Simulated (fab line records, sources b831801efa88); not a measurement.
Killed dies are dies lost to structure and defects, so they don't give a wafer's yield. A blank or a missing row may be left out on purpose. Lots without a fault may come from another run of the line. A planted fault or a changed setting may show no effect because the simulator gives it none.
fab line records | flow gf180mcu
record lots=24 wafers=72 last_day=34
route steps=602 shown V4@477 MIM@507 V5@566 TOP_METAL@568
lots that met no fault: from a run of the same line without faults
start_h: hours from the record's first day to the start of the lot's first wafer shown | wait_h: hours since the lot's step before | " the same as in the row above | L1.1+2: a row that stands for several wafers | - no value, or no start given | * or withheld: withheld | < > ~ a bound
route shown NAME@n: a module of which the file shows steps, and the number in the route of the first | usual: mean/standard deviation of fault-free wafers | same: alike in all rows | chamber/n: place in a boat | sites: the reading at each site | _std_site: their standard deviation | _edge_site: outer sites' mean less inner sites' | radius_mm: how far each site lies from the wafer's centre | mask NAME#n: copy n | behind: the tool/chamber that last shaped the wafer | hold: why the lot was held/for how many hours/how that ended | device: the transistor (n, p or np) that didn't switch | end of line: the same wafers' tests at the end of the route | a step without rows: its recipe alone | killed: dies lost to structure and defects at the first sort, not the wafer's yield | map: a wafer's dies, x killed, . not, _ none there
set.NAME: the setting as run; set.NAME@STEP: as run at that earlier step | model.NAME: the simulator's own value behind a step, which no gauge read
steps of the route over a sample of lots; a table a step, a row a wafer
services: from which hour (start_h, from the record's first day; less than 0 if before it) a tool's chamber was out of use, for how many hours, and why
## steps
# step GF_V4_THK_MEAS_01
# recipe reads=SiO2_of_V4_CVD_00
# usual V4_CVD_00_THK=598/5.6
# columns lot.wafer tool chamber start_h wait_h V4_CVD_00_THK[nm]
L074.3 film_metro-01 - 539.76 0.1 608
L074.4 " - " " 600
L074.6 " - " " 600
L075.1 film_metro-01 - 548.25 0.0 596
L075.2 " - " " 604
L075.4 " - " " 602
L076.1 film_metro-01 - 562.34 0.0 599
L076.3 " - " " 594
L076.4 " - " " 602
L077.1 film_metro-04 - 570.97 0.0 601
L077.2 " - " " 590
L077.6 " - " " 596
L079.1 film_metro-04 - 581.86 0.0 604
L079.2 " - " " 603
L079.4 " - " " 601
L078.2 film_metro-01 - 584.65 0.1 598
L078.4 " - " " 605
L078.5 " - " " 598
L080.1 film_metro-03 - 595.25 0.0 605
L080.2 " - " " 605
L080.5 " - " " 601
L081.1 film_metro-03 - 598.25 0.0 600
L081.5 " - " " 598
L081.6 " - " " 602
L082.1 film_metro-04 - 603.81 0.0 586
L082.4 " - " " 597
L082.5 " - " " 582
L083.2 film_metro-03 - 611.65 0.0 596
L083.4 " - " " 594
L083.6 " - " " 589
L084.3 film_metro-03 - 624.60 0.1 593
L084.4 " - " " 597
L084.6 " - " " 591
L085.4 film_metro-01 - 631.87 0.0 601
L085.5 " - " " 604
L085.6 " - " " 602
L086.2 film_metro-03 - 635.28 0.0 607
L086.5 " - " " 606
L086.6 " - " " 606
L087.2 film_metro-01 - 645.18 0.0 596
L087.3 " - " " 595
L087.5 " - " " 600
L088.1 film_metro-03 - 652.88 0.1 597
L088.4 " - " " 598
L088.6 " - " " 596
L089.1 film_metro-01 - 656.94 0.0 585
L089.2 " - " " 595
L089.4 " - " " 597
L090.2 film_metro-01 - 663.95 0.0 597
L090.5 " - " " 593
L090.6 " - " " 595
L091.2 film_metro-04 - 676.33 0.0 587
L091.4 " - " " 587
L091.5 " - " " 594
L092.1 film_metro-03 - 679.91 0.0 599
L092.5 " - " " 606
L092.6 " - " " 592
L093.2 film_metro-04 - 686.59 0.0 602
L093.3 " - " " 602
L093.5 " - " " 599
L094.3 film_metro-04 - 692.62 0.1 595
L094.4 " - " " 595
L094.5 " - " " 599
L095.1 film_metro-03 - 699.02 0.0 600
L095.2 " - " " 592
L095.4 " - " " 598
L096.1 film_metro-01 - 710.99 0.0 597
L096.2 " - " " 601
L096.6 " - " " 596
L097.2 film_metro-04 - 714.85 0.0 600
L097.3 " - " " 597
L097.5 " - " " 594
# step GF_V4_CVD_23
# recipe material=W target_thk_nm=350 time_s=104.9 temp_c=400 pressure_torr=40
# usual chamber_pressure_Torr=39.99/0.079 heater_power_w=900/100
# columns lot.wafer tool chamber start_h wait_h chamber_pressure_Torr heater_power_w
L074.3 cvd_w-02 1 564.09 0.1 40.02 944
L074.4 " 0 " " 39.92 979
L074.6 " 0 " " 39.93 991
L075.1 cvd_w-02 1 572.44 0.1 40.03 965
L075.2 " 0 " " 40.01 985
L075.4 " 0 " " 40.05 978
L076.1 cvd_w-02 0 585.11 0.0 39.99 989
L076.3 " 1 " " 39.98 959
L076.4 " 0 " " 39.98 981
L077.1 cvd_w-02 0 593.94 0.0 40.03 969
L077.2 " 1 " " 40.03 948
L077.6 " 0 " " 39.96 961
L079.1 cvd_w-01 0 604.30 0.0 39.88 908
L079.2 " 1 " " 40.03 720
L079.4 " 0 " " 40.08 909
L078.2 cvd_w-02 1 607.37 0.0 39.84 977
L078.4 " 1 " " 39.86 973
L078.5 " 1 " " 39.88 982
L080.1 cvd_w-01 0 618.46 0.0 40.01 872
L080.2 " 1 " " 39.89 693
L080.5 " 0 " " 40.18 922
L081.1 cvd_w-02 1 620.90 0.0 40.16 934
L081.5 " 1 " " 40.19 936
L081.6 " 0 " " 39.93 1008
L082.1 cvd_w-01 1 626.45 0.0 39.99 705
L082.4 " 1 " " 39.96 717
L082.5 " 1 " " 40.04 719
L083.2 cvd_w-01 0 634.33 0.0 40.06 894
L083.4 " 0 " " 39.99 902
L083.6 " 0 " " 40.10 907
L084.3 cvd_w-02 1 645.69 0.1 40.08 971
L084.4 " 0 " " 39.94 988
L084.6 " 0 " " 39.88 1033
L085.4 cvd_w-02 1 653.46 0.1 40.09 947
L085.5 " 1 " " 40.05 969
L085.6 " 0 " " 39.91 993
L086.2 cvd_w-02 0 656.63 0.0 39.87 1000
L086.5 " 0 " " 39.87 976
L086.6 " 1 " " 39.98 970
L087.2 cvd_w-01 0 666.31 0.0 39.98 910
L087.3 " 0 " " 39.90 930
L087.5 " 1 " " 40.06 728
L088.1 cvd_w-01 1 674.35 0.0 40.04 725
L088.4 " 0 " " 39.96 921
L088.6 " 1 " " 39.87 730
L089.1 cvd_w-01 0 677.94 0.0 39.95 909
L089.2 " 1 " " 39.99 735
L089.4 " 0 " " 40.00 920
L090.2 cvd_w-01 0 684.84 0.0 40.05 907
L090.5 " 1 " " 40.11 707
L090.6 " 0 " " 39.99 900
L091.2 cvd_w-01 0 696.23 0.0 40.02 900
L091.4 " 1 " " 40.13 730
L091.5 " 0 " " 39.86 914
L092.1 cvd_w-01 0 700.29 0.0 40.12 898
L092.5 " 1 " " 40.03 718
L092.6 " 0 " " 40.04 912
L093.2 cvd_w-02 1 707.22 0.0 39.93 967
L093.3 " 0 " " 39.92 984
L093.5 " 1 " " 39.92 952
L094.3 cvd_w-01 0 712.99 0.1 39.88 918
L094.4 " 1 " " 40.06 715
L094.5 " 1 " " 39.90 735
L095.1 cvd_w-02 1 719.00 0.0 40.01 980
L095.2 " 0 " " 40.00 966
L095.4 " 1 " " 40.03 980
L096.1 cvd_w-02 0 731.14 0.0 39.98 954
L096.2 " 1 " " 40.04 972
L096.6 " 1 " " 39.99 966
L097.2 cvd_w-02 0 734.66 0.0 39.96 995
L097.3 " 1 " " 39.97 969
L097.5 " 1 " " 40.10 934
# step GF_MIM_SPUTTER_04
# recipe material=TiN target_thk_nm=50 power_w=6500 time_s=41.7 chamber_pressure_pa=0.4
# usual throttle_valve_pct=30.3/1.1
# columns lot.wafer tool chamber start_h wait_h throttle_valve_pct
L074.3 pvd_sputter-03 - 564.82 0.0 29.9
L074.4 " - " " 31.1
L074.6 " - " " 30.4
L075.1 pvd_sputter-02 - 573.22 0.0 32.1
L075.2 " - " " 30.2
L075.4 " - " " 28.8
L076.1 pvd_sputter-03 - 585.88 0.0 30.3
L076.3 " - " " 31.5
L076.4 " - " " 29.9
L077.1 pvd_sputter-02 - 594.93 0.0 32.1
L077.2 " - " " 30.0
L077.6 " - " " 32.2
L079.1 pvd_sputter-04 - 605.07 0.0 30.3
L079.2 " - " " 31.7
L079.4 " - " " 28.1
L078.2 pvd_sputter-02 - 608.14 0.0 32.0
L078.4 " - " " 29.1
L078.5 " - " " 29.1
L080.1 pvd_sputter-02 - 619.23 0.0 30.2
L080.2 " - " " 28.9
L080.5 " - " " 32.1
L081.1 pvd_sputter-02 - 621.67 0.0 32.2
L081.5 " - " " 30.1
L081.6 " - " " 32.1
L082.1 pvd_sputter-02 - 627.22 0.0 28.9
L082.4 " - " " 32.0
L082.5 " - " " 28.9
L083.2 pvd_sputter-03 - 635.11 0.0 30.1
L083.4 " - " " 30.1
L083.6 " - " " 29.9
L084.3 pvd_sputter-03 - 646.42 0.0 29.9
L084.4 " - " " 31.3
L084.6 " - " " 31.0
L085.4 pvd_sputter-04 - 654.20 0.0 28.2
L085.5 " - " " 31.5
L085.6 " - " " 31.1
L086.2 pvd_sputter-02 - 657.40 0.0 29.0
L086.5 " - " " 28.7
L086.6 " - " " 29.1
L087.2 pvd_sputter-03 - 667.08 0.0 31.5
L087.3 " - " " 30.0
L087.5 " - " " 30.2
L088.1 pvd_sputter-04 - 675.12 0.0 31.4
L088.4 " - " " 30.5
L088.6 " - " " 31.2
L089.1 pvd_sputter-02 - 678.71 0.0 30.3
L089.2 " - " " 29.2
L089.4 " - " " 32.3
L090.2 pvd_sputter-03 - 685.61 0.0 29.9
L090.5 " - " " 30.6
L090.6 " - " " 29.9
L091.2 pvd_sputter-03 - 697.00 0.0 30.3
L091.4 " - " " 29.8
L091.5 " - " " 29.6
L092.1 pvd_sputter-03 - 701.06 0.0 30.2
L092.5 " - " " 31.3
L092.6 " - " " 29.8
L093.2 pvd_sputter-04 - 707.99 0.0 30.3
L093.3 " - " " 31.6
L093.5 " - " " 27.8
L094.3 pvd_sputter-03 - 713.72 0.0 29.9
L094.4 " - " " 30.0
L094.5 " - " " 30.6
L095.1 pvd_sputter-03 - 720.03 0.0 31.4
L095.2 " - " " 30.5
L095.4 " - " " 29.8
L096.1 pvd_sputter-04 - 732.38 0.0 30.2
L096.2 " - " " 27.8
L096.6 " - " " 31.5
L097.2 pvd_sputter-02 - 735.56 0.0 32.2
L097.3 " - " " 29.0
L097.5 " - " " 30.3
# step GF_MIM_SPUTTER_07
# recipe material=TiN target_thk_nm=60 power_w=6500 time_s=50 chamber_pressure_pa=0.4
# usual throttle_valve_pct=30.2/1.2
# columns lot.wafer tool chamber start_h wait_h throttle_valve_pct
L074.3 pvd_sputter-04 - 564.96 0.0 30.2
L074.4 " - " " 27.7
L074.6 " - " " 28.0
L075.1 pvd_sputter-03 - 573.35 0.1 29.7
L075.2 " - " " 31.4
L075.4 " - " " 30.0
L076.1 pvd_sputter-03 - 586.02 0.1 29.9
L076.3 " - " " 31.3
L076.4 " - " " 30.1
L077.1 pvd_sputter-04 - 595.07 0.1 31.4
L077.2 " - " " 27.9
L077.6 " - " " 30.5
L079.1 pvd_sputter-03 - 605.21 0.1 29.7
L079.2 " - " " 31.3
L079.4 " - " " 30.6
L078.2 pvd_sputter-03 - 608.27 0.0 29.9
L078.4 " - " " 30.5
L078.5 " - " " 30.3
L080.1 pvd_sputter-04 - 619.37 0.1 30.4
L080.2 " - " " 31.6
L080.5 " - " " 30.2
L081.1 pvd_sputter-03 - 621.81 0.1 29.9
L081.5 " - " " 29.9
L081.6 " - " " 31.5
L082.1 pvd_sputter-04 - 627.36 0.1 31.4
L082.4 " - " " 31.2
L082.5 " - " " 28.2
L083.2 pvd_sputter-02 - 635.24 0.0 28.9
L083.4 " - " " 30.4
L083.6 " - " " 29.0
L084.3 pvd_sputter-02 - 646.56 0.0 29.0
L084.4 " - " " 28.9
L084.6 " - " " 30.1
L085.4 pvd_sputter-03 - 654.33 0.0 30.2
L085.5 " - " " 30.3
L085.6 " - " " 30.7
L086.2 pvd_sputter-04 - 657.54 0.0 31.6
L086.5 " - " " 28.1
L086.6 " - " " 31.4
L087.2 pvd_sputter-02 - 667.21 0.0 29.0
L087.3 " - " " 29.2
L087.5 " - " " 30.2
L088.1 pvd_sputter-02 - 675.26 0.1 30.2
L088.4 " - " " 29.3
L088.6 " - " " 29.4
L089.1 pvd_sputter-03 - 678.86 0.1 31.6
L089.2 " - " " 30.2
L089.4 " - " " 30.1
L090.2 pvd_sputter-02 - 685.76 0.0 30.3
L090.5 " - " " 30.1
L090.6 " - " " 29.0
L091.2 pvd_sputter-04 - 697.14 0.0 28.0
L091.4 " - " " 31.2
L091.5 " - " " 27.9
L092.1 pvd_sputter-04 - 701.20 0.1 27.9
L092.5 " - " " 31.4
L092.6 " - " " 28.1
L093.2 pvd_sputter-03 - 708.12 0.0 29.7
L093.3 " - " " 30.2
L093.5 " - " " 31.5
L094.3 pvd_sputter-04 - 713.85 0.0 31.1
L094.4 " - " " 30.3
L094.5 " - " " 30.5
L095.1 pvd_sputter-02 - 720.17 0.1 32.2
L095.2 " - " " 28.8
L095.4 " - " " 28.7
L096.1 pvd_sputter-02 - 732.52 0.1 29.0
L096.2 " - " " 32.1
L096.6 " - " " 28.7
L097.2 pvd_sputter-04 - 735.70 0.0 27.9
L097.3 " - " " 30.1
L097.5 " - " " 31.4
# step GF_V5_CMP_26
# recipe stop_on=SiO2 down_force_psi=3.5 platen_rpm=60 t_overpolish_s=15 target_thk_nm=0 pad_velocity_m_s=0.94248
# usual motor_current_A=11.0/0.73 overpolish_run_s=15.002/0.0093 slurry_flow_ml_min=150.0/0.48 time_to_endpoint_s=86/3.4
# columns lot.wafer tool chamber start_h wait_h motor_current_A overpolish_run_s slurry_flow_ml_min time_to_endpoint_s
L074.3 cmp-01 1 631.81 0.0 11.8 14.994 149.9 87
L074.4 " 3 " " 10.8 14.994 150.3 86
L074.6 " 2 " " 10.3 15.005 149.7 86
L075.1 cmp-01 3 639.52 0.1 11.1 15.005 150.1 82
L075.2 " 0 " " 10.2 14.993 150.0 83
L075.4 " 1 " " 11.9 14.990 150.4 86
L076.3 cmp-01 2 650.68 0.0 10.2 14.988 150.7 85
L076.4 " 0 " " 11.0 14.992 149.8 90
L076.1 " 1 " " 11.5 14.987 150.6 91
L077.1 cmp-02 2 658.36 0.1 10.5 15.012 150.6 88
L077.2 " 1 " " 11.8 15.004 149.6 87
L077.6 " 2 " " 10.7 15.013 150.3 85
L079.2 cmp-02 1 668.65 0.2 11.4 15.013 149.2 82
L079.4 " 2 " " 10.7 14.995 150.3 82
L079.1 " 0 " " 11.7 15.012 149.8 83
L078.4 cmp-02 2 673.27 0.1 10.9 15.002 149.8 86
L078.2 " 3 " " 10.6 15.013 149.0 86
L078.5 " 2 " " 10.1 15.010 151.2 83
L080.2 cmp-01 2 681.56 0.1 10.1 15.008 150.1 86
L080.1 " 0 " " 10.3 15.008 149.7 88
L080.5 " 2 " " 10.7 15.003 149.4 85
L081.1 cmp-01 1 683.98 0.1 12.0 14.999 149.6 88
L081.6 " 0 " " 10.5 15.000 149.7 88
L081.5 " 1 " " 12.1 15.007 149.7 92
L082.1 cmp-02 3 689.76 0.1 10.5 14.995 150.9 82
L082.4 " 1 " " 11.2 14.988 150.6 80
L082.5 " 3 " " 10.5 14.987 150.3 79
L083.4 cmp-02 3 696.25 0.1 10.6 14.987 149.8 84
L083.2 " 1 " " 11.7 15.022 149.8 80
L083.6 " 2 " " 10.3 14.998 150.4 78
L084.3 cmp-02 3 706.72 0.1 10.6 15.006 150.6 87
L084.4 " 1 " " 11.6 15.009 150.1 86
L084.6 " 0 " " 12.1 15.002 149.7 93
L085.4 cmp-02 2 714.60 0.1 10.5 15.004 150.8 83
L085.5 " 1 " " 10.9 14.995 149.5 84
L085.6 " 2 " " 10.4 14.989 150.5 83
L086.2 cmp-02 1 716.49 0.2 12.2 15.005 149.8 88
L086.5 " 1 " " 11.6 15.003 150.0 85
L086.6 " 2 " " 10.5 15.011 150.1 89
L087.3 cmp-01 3 725.75 0.3 10.7 15.001 150.8 89
L087.2 " 0 " " 10.8 14.991 149.8 83
L087.5 " 3 " " 10.7 15.017 150.8 84
L088.1 cmp-02 1 733.85 0.1 11.5 15.010 150.1 85
L088.4 " 2 " " 10.7 14.995 149.6 84
L088.6 " 3 " " 10.7 14.997 150.0 82
L089.1 cmp-01 0 736.81 0.3 10.7 14.987 150.3 89
L089.2 " 1 " " 11.7 14.981 150.1 89
L089.4 " 2 " " 10.0 14.994 149.7 86
L090.2 cmp-01 3 743.27 0.1 10.9 14.996 150.2 91
L090.5 " 1 " " 12.0 15.018 150.0 92
L090.6 " 2 " " 10.1 14.990 149.6 85
L091.2 cmp-01 1 753.76 0.0 12.3 14.997 149.5 92
L091.4 " 2 " " 10.8 15.003 149.8 85
L091.5 " 1 " " 12.0 15.004 151.2 93
L092.1 cmp-02 0 757.38 0.2 11.3 14.993 150.0 88
L092.5 " 1 " " 11.1 14.993 148.8 86
L092.6 " 2 " " 10.6 14.997 149.6 84
L093.3 cmp-02 2 763.21 0.1 10.7 14.997 150.4 83
L093.2 " 3 " " 11.8 14.995 149.9 81
L093.5 " 0 " " 12.6 14.993 149.3 89
L094.3 cmp-02 3 768.19 0.1 11.4 15.009 149.2 86
L094.4 " 1 " " 12.7 15.004 149.9 83
L094.5 " 3 " " 10.9 15.006 149.3 84
L095.2 cmp-02 1 773.14 0.0 12.3 14.992 149.4 86
L095.4 " 3 " " 10.9 14.992 149.8 84
L095.1 " 0 " " 12.3 15.010 150.1 88
L096.1 cmp-01 3 785.11 0.1 10.7 15.008 149.7 83
L096.2 " 2 " " 10.1 15.004 150.8 84
L096.6 " 3 " " 11.1 15.012 150.1 85
L097.3 cmp-01 1 787.86 0.0 12.0 14.998 149.6 83
L097.2 " 0 " " 9.7 15.006 149.6 82
L097.5 " 1 " " 11.9 15.008 150.1 87
# step GF_TOP_METAL_SPUTTER_01
# recipe material=TiN target_thk_nm=30 power_w=6500 time_s=25 chamber_pressure_pa=0.4
# usual throttle_valve_pct=29.8/1.5
# columns lot.wafer tool chamber start_h wait_h throttle_valve_pct
L074.3 pvd_sputter-01 - 632.21 0.1 31.6
L074.4 " - " " 27.7
L074.6 " - " " 28.4
L075.1 pvd_sputter-01 - 639.93 0.1 29.4
L075.2 " - " " 31.8
L075.4 " - " " 28.2
L076.1 pvd_sputter-04 - 651.11 0.1 28.0
L076.3 " - " " 30.3
L076.4 " - " " 31.4
L077.1 pvd_sputter-02 - 658.76 0.1 29.0
L077.2 " - " " 29.1
L077.6 " - " " 32.1
L079.1 pvd_sputter-01 - 669.05 0.1 31.6
L079.2 " - " " 29.3
L079.4 " - " " 28.1
L078.2 pvd_sputter-02 - 673.62 0.1 30.3
L078.4 " - " " 29.1
L078.5 " - " " 30.2
L080.1 pvd_sputter-04 - 681.91 0.1 27.9
L080.2 " - " " 31.7
L080.5 " - " " 30.3
L081.1 pvd_sputter-04 - 684.33 0.1 31.4
L081.5 " - " " 27.9
L081.6 " - " " 30.3
L082.1 pvd_sputter-02 - 690.11 0.1 28.9
L082.4 " - " " 28.9
L082.5 " - " " 28.8
L083.2 pvd_sputter-02 - 696.60 0.1 28.9
L083.4 " - " " 29.2
L083.6 " - " " 32.1
L084.3 pvd_sputter-04 - 707.12 0.1 27.7
L084.4 " - " " 30.3
L084.6 " - " " 31.2
L085.4 pvd_sputter-04 - 714.95 0.1 28.1
L085.5 " - " " 30.4
L085.6 " - " " 27.9
L086.2 pvd_sputter-02 - 716.89 0.1 30.4
L086.5 " - " " 29.0
L086.6 " - " " 29.1
L087.2 pvd_sputter-04 - 726.10 0.1 31.1
L087.3 " - " " 30.3
L087.5 " - " " 30.4
L088.1 pvd_sputter-01 - 734.15 0.1 27.7
L088.4 " - " " 31.9
L088.6 " - " " 29.7
L089.1 pvd_sputter-01 - 737.16 0.1 29.7
L089.2 " - " " 28.3
L089.4 " - " " 31.9
L090.2 pvd_sputter-01 - 743.57 0.1 31.7
L090.5 " - " " 28.4
L090.6 " - " " 29.3
L091.2 pvd_sputter-01 - 754.16 0.1 28.3
L091.4 " - " " 28.0
L091.5 " - " " 31.9
L092.1 pvd_sputter-01 - 757.63 0.1 29.3
L092.5 " - " " 27.8
L092.6 " - " " 31.8
L093.2 pvd_sputter-01 - 763.51 0.1 27.7
L093.3 " - " " 28.2
L093.5 " - " " 29.6
L094.3 pvd_sputter-02 - 768.59 0.1 28.8
L094.4 " - " " 29.1
L094.5 " - " " 30.3
L095.1 pvd_sputter-02 - 773.54 0.1 30.2
L095.2 " - " " 32.3
L095.4 " - " " 29.0
L096.1 pvd_sputter-04 - 785.51 0.1 31.5
L096.2 " - " " 30.3
L096.6 " - " " 31.1
L097.2 pvd_sputter-04 - 788.26 0.1 30.2
L097.3 " - " " 31.0
L097.5 " - " " 27.8
## services
# columns tool chamber start_h hours kind
pvd_sputter-03 - 541.90 1.8 repair
cvd_w-01 - 542.73 53.4 repair
cvd_w-01 - 543.61 1.4 repair
pvd_sputter-02 - 561.35 1.7 repair
cmp-02 - 573.31 4.0 pm
pvd_sputter-03 - 578.31 3.4 repair
pvd_sputter-03 - 586.93 3.3 repair
cmp-01 - 590.12 12.5 pm
pvd_sputter-03 - 597.19 5.2 repair
cvd_w-02 - 609.86 0.9 repair
pvd_sputter-03 - 612.64 1.7 repair
cvd_w-02 - 613.99 1.6 repair
cmp-02 - 664.95 2.1 repair
cmp-01 - 667.20 4.1 pm
pvd_sputter-03 - 704.84 3.0 repair
cmp-02 - 707.85 0.7 repair
cmp-01 - 715.70 4.3 repair
cmp-02 - 720.15 6.1 pm
pvd_sputter-03 - 720.61 24.3 repair
cmp-01 - 731.08 0.8 repair
cmp-02 - 736.26 5.3 pm
pvd_sputter-02 - 740.74 24.6 repair
cmp-01 - 744.44 4.0 pm
cvd_w-02 - 746.96 0.5 repair
## key
fault none
